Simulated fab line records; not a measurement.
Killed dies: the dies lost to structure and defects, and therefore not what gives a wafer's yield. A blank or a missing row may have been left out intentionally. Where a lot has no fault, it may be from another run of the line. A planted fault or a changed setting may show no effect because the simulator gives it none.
fab line records	flow sky130
[record] lots = 7	wafers = 20	last-day = 50
route steps=708 shown VIA1@474 METAL2@483 PAD_OPEN@708
lots untouched by any fault: they come from a run of this same line in which no faults occurred
start-h: hours from the record's first day to the start of the lot's first wafer shown	wait-h: hours from the lot's prior step to this one	" as in the row above	L1.1+2: one row covering several wafers at once	- no value, or no start given	* or withheld: withheld	< > ~ a bound
route shown NAME@n: names a module that has steps shown in the file, with the first one's number in the route	usual: mean and standard deviation over wafers with no fault	same: alike in all rows	chamber/n: place in a boat	sites: each site's reading	_std_site: their standard deviation	_edge_site: outer sites' mean less inner sites'	radius-mm: for every site, how far away it sits from the centre of the wafer	mask NAME#n: copy n	behind: the tool/chamber that last shaped the wafer	hold: cause of the lot's hold/its duration in hours/its outcome	device: whichever transistor did not switch (one of n, p or np)	end of line: at the end of the route, the tests of the same wafers	where a step has no rows: the recipe by itself	killed: dies that structure and defects cost at the first sort, which is not the same as the wafer's yield	map: per-die view of a wafer (x killed, . not killed, _ where there is no die)
set.NAME: the setting as run; set.NAME@STEP: as run at that earlier step	model.NAME: the simulator's own value behind a step, which no gauge read
a table for each step, a row for each wafer; lots at some steps of the route
services: a tool's chamber out of use, with start hour (start-h, from the record's first day; less than 0 if before it), hours out, and reason
[[steps]]
[step SKY_VIA1_STRIP_16]
[recipe] chemistry = O2/N2	power-w = 1400	pressure-mtorr = 1500	platen-temp-c = withheld	o2-flow-sccm = 3000	n2-flow-sccm = 300	overash-fraction = 0.5
[usual] chamber-pressure-mTorr = 1499.9/1.4	drypump-motor-current-A = 5.8/0.52	o2-flow-sccm = 3001/8.1	oes-product-au = 0.415/0.0049	strip-time-to-endpoint-s = 4.468/0.028
lot.wafer	tool	chamber	start-h	wait-h	chamber-pressure-mTorr	drypump-motor-current-A	o2-flow-sccm	oes-product-au	rf-hours-counter-h	strip-time-to-endpoint-s
L705.1	plasma-asher-03	1	852.11	0.0	1500.2	5.8	3001	0.409	9	4.484
L705.4	"	0	"	"	1500.2	6.1	3006	0.411	-	4.473
L705.6	"	1	"	"	1498.1	5.8	2995	0.416	-	4.493
L711.1	plasma-asher-02	1	888.51	0.0	1496.9	5.7	3003	0.422	46	4.472
L711.6	"	0	"	"	1498.3	5.7	3001	0.418	-	4.506
L713.2	plasma-asher-02	1	891.81	0.0	1498.5	5.7	3006	0.420	46	4.477
L713.4	"	0	"	"	1501.3	5.6	2990	0.417	-	4.459
L713.6	"	1	"	"	1502.3	5.6	3001	0.420	-	4.487
L714.1	plasma-asher-03	1	895.97	0.0	1498.4	5.8	2999	0.411	14	4.397
L714.2	"	0	"	"	1499.2	6.1	3005	0.418	14	4.440
L714.5	"	0	"	"	1501.4	6.1	3007	0.402	-	4.432
L716.1	plasma-asher-03	1	915.85	0.0	1499.2	5.8	2995	0.409	15	4.442
L716.3	"	1	"	"	1500.4	5.8	2991	0.418	-	4.469
L716.4	"	0	"	"	1502.7	6.2	3010	0.420	-	4.479
L718.1	plasma-asher-02	0	942.25	0.0	1496.4	5.7	2995	0.414	51	4.486
L718.3	"	1	"	"	1498.2	5.7	3000	0.413	-	4.475
L718.4	"	0	"	"	1501.4	5.7	3008	0.414	-	4.441
L720.1	plasma-asher-02	0	945.09	0.0	1498.4	5.6	3010	0.408	52	4.438
L720.2	"	1	"	"	1498.4	5.7	2995	0.409	52	4.415
L720.4	"	0	"	"	1501.7	5.6	3006	0.415	-	4.460
[step SKY_VIA1_STRIP_17]
[recipe] chemistry = post-etch-residue-remover	time-s = 1200	temp-c = 72.5
[step SKY_VIA1_CLEAN_18]
[recipe] chemistry = IPA	time-s = 180	temp-c = 25
[step SKY_VIA1_CLEAN_19]
[recipe] chemistry = O3/DIW	dry = n2-spin
[step SKY_VIA1_SPUTTER_20]
[recipe] material = TiN	target-thk-nm = 20	chamber-pressure-pa = 5	power-w = 4000	time-s = 80
[usual] throttle-valve-pct = 30.1/0.87
lot.wafer	tool	chamber	start-h	wait-h	throttle-valve-pct
L705.1	pvd-sputter-03	-	852.70	0.0	30.0
L705.4	"	-	"	"	28.2
L705.6	"	-	"	"	28.3
L711.1	pvd-sputter-03	-	889.19	0.0	31.1
L711.6	"	-	"	"	27.9
L713.2	pvd-sputter-04	-	893.01	0.0	29.9
L713.4	"	-	"	"	29.6
L713.6	"	-	"	"	29.8
L714.1	pvd-sputter-03	-	896.56	0.0	28.2
L714.2	"	-	"	"	31.3
L714.5	"	-	"	"	31.3
L716.1	pvd-sputter-01	-	916.44	0.0	30.5
L716.3	"	-	"	"	29.7
L716.4	"	-	"	"	30.3
L718.1	pvd-sputter-01	-	942.89	0.0	30.3
L718.3	"	-	"	"	30.5
L718.4	"	-	"	"	30.2
L720.1	pvd-sputter-03	-	945.73	0.0	30.1
L720.2	"	-	"	"	28.1
L720.4	"	-	"	"	30.7
[step SKY_VIA1_CVD_21]
[recipe] material = W	target-thk-nm = 270	time-s = 80.902	temp-c = 400	pressure-torr = 40
[step SKY_VIA1_RS_MEAS_22]
[recipe] thk-meas-gauge = four-point-probe	reads = W_of_VIA1_CVD_21+TiN_of_VIA1_SPUTTER_20
[usual] VIA1_W_RS = 0.428/0.0088
lot.wafer	tool	chamber	start-h	wait-h	VIA1_W_RS[ohm/sq]
L705.1	film-metro-01	-	852.86	0.1	0.412
L705.4	"	-	"	"	0.419
L705.6	"	-	"	"	0.430
L711.1	film-metro-03	-	889.35	0.1	0.434
L711.6	"	-	"	"	0.435
L713.2	film-metro-04	-	893.18	0.1	0.421
L713.4	"	-	"	"	0.431
L713.6	"	-	"	"	0.417
L714.1	film-metro-03	-	896.71	0.1	0.439
L714.2	"	-	"	"	0.438
L714.5	"	-	"	"	0.437
L716.1	film-metro-01	-	916.71	0.1	0.424
L716.3	"	-	"	"	0.418
L716.4	"	-	"	"	0.438
L718.1	film-metro-04	-	943.05	0.1	0.425
L718.3	"	-	"	"	0.423
L718.4	"	-	"	"	0.430
L720.1	film-metro-03	-	945.88	0.1	0.434
L720.2	"	-	"	"	0.426
L720.4	"	-	"	"	0.419
[step SKY_VIA1_THK_MEAS_23]
[recipe] thk-meas-gauge = xrf	reads = W_of_VIA1_CVD_21
[usual] VIA1_W_THK = 265/6
lot.wafer	tool	chamber	start-h	wait-h	VIA1_W_THK[nm]
L705.1	film-metro-01	-	852.98	0.1	277
L705.4	"	-	"	"	270
L705.6	"	-	"	"	265
L711.1	film-metro-03	-	889.47	0.1	260
L711.6	"	-	"	"	258
L713.2	film-metro-04	-	893.29	0.1	269
L713.4	"	-	"	"	265
L713.6	"	-	"	"	272
L714.1	film-metro-03	-	896.83	0.1	256
L714.2	"	-	"	"	256
L714.5	"	-	"	"	258
L716.1	film-metro-01	-	916.83	0.1	272
L716.3	"	-	"	"	276
L716.4	"	-	"	"	263
L718.1	film-metro-04	-	943.17	0.1	269
L718.3	"	-	"	"	269
L718.4	"	-	"	"	264
L720.1	film-metro-03	-	946.00	0.1	257
L720.2	"	-	"	"	264
L720.4	"	-	"	"	267
[step SKY_VIA1_CMP_24]
[recipe] stop-on = SiO2	t-overpolish-s = 15	down-force-psi = 3.5	platen-rpm = 60	target-thk-nm = 0	pad-velocity-m-s = 0.94248
[step SKY_METAL2_SPUTTER_00]
[recipe] material = Ti	target-thk-nm = 15	power-w = 3000	time-s = 10	chamber-pressure-pa = 0.4
[usual] throttle-valve-pct = 29.9/0.94
lot.wafer	tool	chamber	start-h	wait-h	throttle-valve-pct
L705.1	pvd-sputter-02	-	853.34	0.2	29.8
L705.4	"	-	"	"	28.6
L705.6	"	-	"	"	28.2
L711.1	pvd-sputter-02	-	889.83	0.2	29.4
L711.6	"	-	"	"	28.6
L713.2	pvd-sputter-02	-	893.83	0.1	31.4
L713.4	"	-	"	"	29.9
L713.6	"	-	"	"	31.4
L714.1	pvd-sputter-02	-	897.19	0.2	29.5
L714.2	"	-	"	"	31.6
L714.5	"	-	"	"	31.2
L716.1	pvd-sputter-04	-	917.19	0.2	29.4
L716.3	"	-	"	"	29.6
L716.4	"	-	"	"	29.8
L718.1	pvd-sputter-03	-	943.53	0.2	31.3
L718.3	"	-	"	"	30.7
L718.4	"	-	"	"	29.9
L720.1	pvd-sputter-04	-	946.55	0.1	30.3
L720.2	"	-	"	"	29.9
L720.4	"	-	"	"	29.2
[step SKY_METAL2_SPUTTER_01]
[recipe] material = TiN	target-thk-nm = 20	power-w = 6500	time-s = 16.7	chamber-pressure-pa = 0.4
[step SKY_METAL2_SPUTTER_02]
[recipe] material = AlCu	target-thk-nm = 250	power-w = 10600	time-s = 13.3	chamber-pressure-pa = 0.4
[usual] throttle-valve-pct = 29.8/0.94
lot.wafer	tool	chamber	start-h	wait-h	throttle-valve-pct
L705.1	pvd-sputter-02	-	853.38	0.0	29.8
L705.4	"	-	"	"	28.4
L705.6	"	-	"	"	28.7
L711.1	pvd-sputter-02	-	889.88	0.0	29.5
L711.6	"	-	"	"	28.2
L713.2	pvd-sputter-02	-	893.88	0.0	31.1
L713.4	"	-	"	"	30.1
L713.6	"	-	"	"	31.4
L714.1	pvd-sputter-02	-	897.24	0.0	29.2
L714.2	"	-	"	"	31.5
L714.5	"	-	"	"	31.5
L716.1	pvd-sputter-04	-	917.24	0.0	29.5
L716.3	"	-	"	"	29.4
L716.4	"	-	"	"	30.1
L718.1	pvd-sputter-03	-	943.58	0.0	31.2
L718.3	"	-	"	"	30.4
L718.4	"	-	"	"	30.1
L720.1	pvd-sputter-04	-	946.60	0.0	30.5
L720.2	"	-	"	"	30.0
L720.4	"	-	"	"	29.4
[step SKY_METAL2_SPUTTER_03]
[recipe] material = Ti	target-thk-nm = 5	power-w = 3000	time-s = 3.3	chamber-pressure-pa = 0.4
[usual] throttle-valve-pct = 29.9/0.94
lot.wafer	tool	chamber	start-h	wait-h	throttle-valve-pct	model.Ti_of_METAL2_SPUTTER_03.thk-nm
L705.1	pvd-sputter-02	-	853.41	0.0	30.0	5.041
L705.4	"	-	"	"	28.2	5.26
L705.6	"	-	"	"	28.5	5.236
L711.1	pvd-sputter-02	-	889.90	0.0	29.3	7.336
L711.6	"	-	"	"	28.2	5.135
L713.2	pvd-sputter-02	-	893.90	0.0	31.3	5.11
L713.4	"	-	"	"	29.9	7.3
L713.6	"	-	"	"	31.4	5.061
L714.1	pvd-sputter-02	-	897.26	0.0	29.3	7.463
L714.2	"	-	"	"	31.3	5.134
L714.5	"	-	"	"	31.4	5.12
L716.1	pvd-sputter-04	-	917.27	0.0	29.2	5.366
L716.3	"	-	"	"	29.4	5.195
L716.4	"	-	"	"	29.8	5.115
L718.1	pvd-sputter-03	-	943.60	0.0	31.3	4.956
L718.3	"	-	"	"	30.4	5.108
L718.4	"	-	"	"	29.9	5.018
L720.1	pvd-sputter-04	-	946.63	0.0	30.2	5.037
L720.2	"	-	"	"	30.0	4.886
L720.4	"	-	"	"	29.6	4.938
[step SKY_METAL2_SPUTTER_04]
[recipe] material = TiN	target-thk-nm = 70	power-w = 6500	time-s = 58.3	chamber-pressure-pa = 0.4
[usual] throttle-valve-pct = 29.9/0.95
lot.wafer	tool	chamber	start-h	wait-h	throttle-valve-pct
L705.1	pvd-sputter-02	-	853.43	0.0	30.0
L705.4	"	-	"	"	28.3
L705.6	"	-	"	"	28.6
L711.1	pvd-sputter-02	-	889.92	0.0	29.7
L711.6	"	-	"	"	28.2
L713.2	pvd-sputter-02	-	893.92	0.0	31.4
L713.4	"	-	"	"	29.7
L713.6	"	-	"	"	31.3
L714.1	pvd-sputter-02	-	897.28	0.0	29.5
L714.2	"	-	"	"	31.6
L714.5	"	-	"	"	31.4
L716.1	pvd-sputter-04	-	917.28	0.0	29.5
L716.3	"	-	"	"	29.6
L716.4	"	-	"	"	30.1
L718.1	pvd-sputter-03	-	943.62	0.0	31.5
L718.3	"	-	"	"	30.5
L718.4	"	-	"	"	30.2
L720.1	pvd-sputter-04	-	946.64	0.0	30.5
L720.2	"	-	"	"	29.9
L720.4	"	-	"	"	29.4
[step SKY_PAD_OPEN_PROBE_99]
[usual] defect-limited-yield = 82.2/1.8	killed_at_M0_to_M3 = 42/6.1	killed_at_M4_up = 3.3/1.7	killed-at-contacts = 25/5.4	killed-at-front-end = 16/4.6	killed-at-other = 0.4/0.55	killed-dies = 87/8.8	killed-open = 47/7.1	killed-short = 40/5.8	sort_bin_3_pad_short = 0.9/0.45	sort_bin_5_function = 10.7/1.4	sort_bin_6_memory = 6.2/1.2	sort-n-pass = 405/8.8	sort-yield-pct = 82.2/1.8
[same] gross-dies = 492	killed-at-back-side = 0	sort_bin_4_leakage[%] = 0	sort_bin_8_speed[%] = 0
lot.wafer	tool	chamber	start-h	wait-h	defect-limited-yield[%]	killed_at_M0_to_M3	killed_at_M4_up	killed-at-contacts	killed-at-front-end	killed-at-other	killed-dies	killed-open	killed-short	sort_bin_3_pad_short[%]	sort_bin_5_function[%]	sort_bin_6_memory[%]	sort-n-pass	sort-yield-pct[%]	model.etest.met2.rs-ohm-sq
L705.1	prober-02	-	1121.48	0.1	84.3	41	0	19	17	0	77	40	33	1.6	9.3	4.7	415	84.3	0.1284
L705.4	prober-02	-	1121.63	0.2	82.7	40	3	21	21	0	85	39	46	1.0	9.8	6.5	407	82.7	0.1284
L705.6	prober-02	-	1121.73	0.2	85.4	35	5	20	12	0	72	30	42	1.4	7.9	5.3	420	85.4	0.1283
L711.1	prober-01	-	1142.29	0.1	81.5	38	1	33	18	1	91	48	43	1.2	11.2	6.1	401	81.5	0.1309
L711.6	prober-01	-	1142.54	0.2	80.1	43	3	31	21	0	98	56	42	0.4	12.6	6.9	394	80.1	0.1276
L713.2	prober-01	-	1152.99	0.1	80.3	51	4	28	14	0	97	50	47	0.8	11.6	7.3	395	80.3	0.1296
L713.4	prober-01	-	1153.09	0.2	83.3	43	5	19	15	0	82	43	38	1.0	10.4	5.3	410	83.3	0.1317
L713.6	prober-01	-	1153.19	0.2	83.3	44	4	17	17	0	82	42	38	0.8	9.8	6.1	410	83.3	0.1296
L714.1	prober-01	-	1156.41	0.1	84.1	41	2	24	11	0	78	42	36	0.8	11.4	3.7	414	84.1	0.1318
L714.2	prober-01	-	1156.46	0.1	81.1	37	6	34	16	0	93	53	40	0.8	10.8	7.3	399	81.1	0.1288
L714.5	prober-01	-	1156.61	0.2	82.3	44	2	23	18	0	87	57	30	1.4	12.6	3.7	405	82.3	0.129
L716.1	prober-02	-	1162.00	0.1	78.9	47	4	26	27	0	104	56	47	0.6	15.0	5.5	388	78.9	0.1296
L716.3	prober-02	-	1162.10	0.2	82.1	43	2	26	17	0	88	36	51	0.4	11.2	6.3	404	82.1	0.1275
L716.4	prober-02	-	1162.15	0.2	82.3	38	2	27	19	1	87	49	37	1.2	8.5	7.9	405	82.3	0.1297
L718.1	prober-02	-	1186.87	0.1	79.5	41	6	31	23	0	101	50	50	1.0	12.8	6.7	391	79.5	0.1307
L718.3	prober-02	-	1186.97	0.2	82.9	36	4	24	20	0	84	47	37	0.6	8.1	8.3	408	82.9	0.1308
L718.4	prober-02	-	1187.02	0.2	80.5	41	3	29	23	0	96	53	43	0.4	11.4	7.7	396	80.5	0.1282
L720.1	prober-02	-	1189.95	0.1	83.7	42	2	22	13	1	80	39	41	0.8	8.9	6.5	412	83.7	0.1293
L720.2	prober-02	-	1190.00	0.1	80.5	47	1	29	18	1	96	59	36	1.4	12.6	5.5	396	80.5	0.1289
L720.4	prober-02	-	1190.10	0.2	85.0	41	2	18	13	0	74	39	35	0.8	9.8	4.5	418	85.0	0.127
// killed by level:class
L705.1 VIA1:geometric-particle:open=7 LI_CONTACT:geometric-particle:open=6 VIA2:geometric-particle:open=6 VIA3:geometric-particle:open=6 CONTACT:geometric-particle:open=5 METAL1:geometric-particle:short=5 VIA2:geometric-particle:short=4 POLY_GATE:area-etch=4
L705.4 METAL1:geometric-particle:short=9 LI_CONTACT:geometric-particle:open=8 CONTACT:geometric-particle:open=6 VIA3:geometric-particle:short=6 FIELD_ISO:geometric-particle:open=5 FIELD_ISO:geometric-particle:short=4 VIA1:geometric-particle:open=4 VIA1:geometric-particle:short=4
L705.6 METAL2:geometric-particle:short=8 METAL1:geometric-particle:short=6 CONTACT:geometric-particle:short=5 CONTACT:geometric-particle:open=5 VIA3:geometric-particle:open=5 FIELD_ISO:geometric-particle:short=4 LOCAL_INTERCONNECT:geometric-particle:short=4 VIA1:geometric-particle:short=4
L711.1 CONTACT:geometric-particle:open=12 LI_CONTACT:geometric-particle:open=9 METAL2:geometric-particle:short=9 VIA1:geometric-particle:open=5 VIA1:geometric-particle:short=5 FIELD_ISO:geometric-particle:short=4 POLY_GATE:geometric-particle:open=4 POLY_GATE:geometric-particle:short=4
L711.6 LI_CONTACT:geometric-particle:open=12 CONTACT:geometric-particle:open=12 VIA1:geometric-particle:open=11 POLY_GATE:geometric-particle:short=7 POLY_GATE:geometric-particle:open=6 METAL2:geometric-particle:short=5 VIA3:geometric-particle:short=5 METAL1:geometric-particle:short=4
L713.2 CONTACT:geometric-particle:open=11 POLY_GATE:geometric-particle:short=8 LI_CONTACT:geometric-particle:open=8 METAL1:geometric-particle:short=8 METAL2:geometric-particle:short=8 VIA1:geometric-particle:open=8 VIA3:geometric-particle:open=7 VIA1:geometric-particle:short=6
L713.4 VIA1:geometric-particle:open=10 LI_CONTACT:geometric-particle:open=7 VIA3:geometric-particle:open=7 VIA2:geometric-particle:open=7 POLY_GATE:geometric-particle:short=5 CONTACT:geometric-particle:open=5 METAL1:geometric-particle:short=5 VIA1:geometric-particle:short=4
L713.6 VIA1:geometric-particle:open=9 VIA3:geometric-particle:open=6 METAL2:geometric-particle:short=5 VIA1:geometric-particle:short=5 LI_CONTACT:geometric-particle:open=4 POLY_GATE:geometric-particle:short=4 LOCAL_INTERCONNECT:geometric-particle:short=4 VIA2:geometric-particle:open=4
L714.1 CONTACT:geometric-particle:open=13 VIA1:geometric-particle:open=12 VIA1:geometric-particle:short=6 METAL2:geometric-particle:short=5 LI_CONTACT:geometric-particle:open=4 VIA2:geometric-particle:open=4 CONTACT:geometric-particle:short=4 METAL1:geometric-particle:short=4
L714.2 CONTACT:geometric-particle:open=12 LI_CONTACT:geometric-particle:open=9 CONTACT:geometric-particle:short=8 VIA1:geometric-particle:open=8 FIELD_ISO:geometric-particle:open=7 VIA1:geometric-particle:short=5 VIA3:geometric-particle:open=5 METAL4:geometric-particle:short=5
L714.5 VIA1:geometric-particle:open=11 CONTACT:geometric-particle:open=10 LI_CONTACT:geometric-particle:open=8 VIA3:geometric-particle:open=8 FIELD_ISO:geometric-particle:open=7 VIA2:geometric-particle:open=6 METAL2:geometric-particle:short=5 VIA1:geometric-particle:short=4
L716.1 CONTACT:geometric-particle:open=12 VIA1:geometric-particle:open=11 LI_CONTACT:geometric-particle:open=10 FIELD_ISO:geometric-particle:short=7 METAL1:geometric-particle:short=7 METAL2:geometric-particle:short=6 FIELD_ISO:geometric-particle:open=5 VIA2:geometric-particle:short=5
L716.3 METAL1:geometric-particle:short=11 CONTACT:geometric-particle:short=9 VIA1:geometric-particle:open=9 VIA1:geometric-particle:short=8 CONTACT:geometric-particle:open=7 LI_CONTACT:geometric-particle:short=5 METAL2:geometric-particle:short=5 FIELD_ISO:geometric-particle:short=4
L716.4 CONTACT:geometric-particle:open=10 VIA1:geometric-particle:open=10 POLY_GATE:geometric-particle:short=7 LI_CONTACT:geometric-particle:open=7 VIA3:geometric-particle:open=6 VIA2:geometric-particle:open=5 POLY_GATE:geometric-particle:open=4 LOCAL_INTERCONNECT:geometric-particle:short=4
L718.1 CONTACT:geometric-particle:open=12 VIA1:geometric-particle:open=10 METAL2:geometric-particle:short=8 FIELD_ISO:geometric-particle:short=7 FIELD_ISO:geometric-particle:open=7 VIA1:geometric-particle:short=6 LI_CONTACT:geometric-particle:short=5 LI_CONTACT:geometric-particle:open=5
L718.3 VIA1:geometric-particle:open=11 LI_CONTACT:geometric-particle:open=8 FIELD_ISO:geometric-particle:short=7 VIA2:geometric-particle:open=6 METAL2:geometric-particle:short=5 LI_CONTACT:geometric-particle:short=4 CONTACT:geometric-particle:short=4 CONTACT:geometric-particle:open=4
L718.4 LI_CONTACT:geometric-particle:open=11 VIA1:geometric-particle:open=11 CONTACT:geometric-particle:open=8 FIELD_ISO:geometric-particle:open=7 VIA3:geometric-particle:open=7 FIELD_ISO:geometric-particle:short=6 POLY_GATE:geometric-particle:open=5 POLY_GATE:geometric-particle:short=5
L720.1 CONTACT:geometric-particle:open=9 FIELD_ISO:geometric-particle:open=6 LI_CONTACT:geometric-particle:open=6 METAL1:geometric-particle:short=6 CONTACT:geometric-particle:short=5 METAL2:geometric-particle:short=5 VIA1:geometric-particle:short=5 VIA1:geometric-particle:open=5
L720.2 VIA2:geometric-particle:open=14 CONTACT:geometric-particle:open=10 FIELD_ISO:geometric-particle:open=9 LI_CONTACT:geometric-particle:open=8 VIA1:geometric-particle:open=7 METAL1:geometric-particle:short=7 CONTACT:geometric-particle:short=6 VIA3:geometric-particle:open=6
L720.4 VIA1:geometric-particle:open=9 METAL1:geometric-particle:short=7 CONTACT:geometric-particle:open=7 LOCAL_INTERCONNECT:geometric-particle:short=5 VIA2:geometric-particle:open=5 FIELD_ISO:geometric-particle:open=4 METAL2:geometric-particle:short=4 SPACER:geometric-particle:open=3
[[services]]
tool	chamber	start-h	hours	kind
pvd-sputter-02	-	832.97	3.7	repair
pvd-sputter-02	-	861.77	9.4	repair
plasma-asher-03	-	925.20	2.8	pm
pvd-sputter-02	-	937.08	8.5	repair
[[key]]
first-sign none at tools or gauges
[model-effect] step = SKY_METAL2_SPUTTER_03	value = Ti_of_METAL2_SPUTTER_03.thk-nm	without = 5.077	struck = 7.367
[model-effect] step = SKY_PAD_OPEN_PROBE_99	value = etest.met2.rs-ohm-sq	without = 0.1288	struck = 0.1315
met-at SKY_METAL2_SPUTTER_03
struck-wafers L711.1,L713.4,L714.1
onset-between 853.41 889.90
[fault] kind = process-parameter-drift	tool = pvd-sputter-02	chamber = -	onset-h = 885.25	steps = SKY_METAL2_SPUTTER_03	channel = target-thk-nm	offset = 2.2899	shape = step	end-h = 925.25	scope = struck-wafers-only	acts-in = these-recipes-only	stated = 5
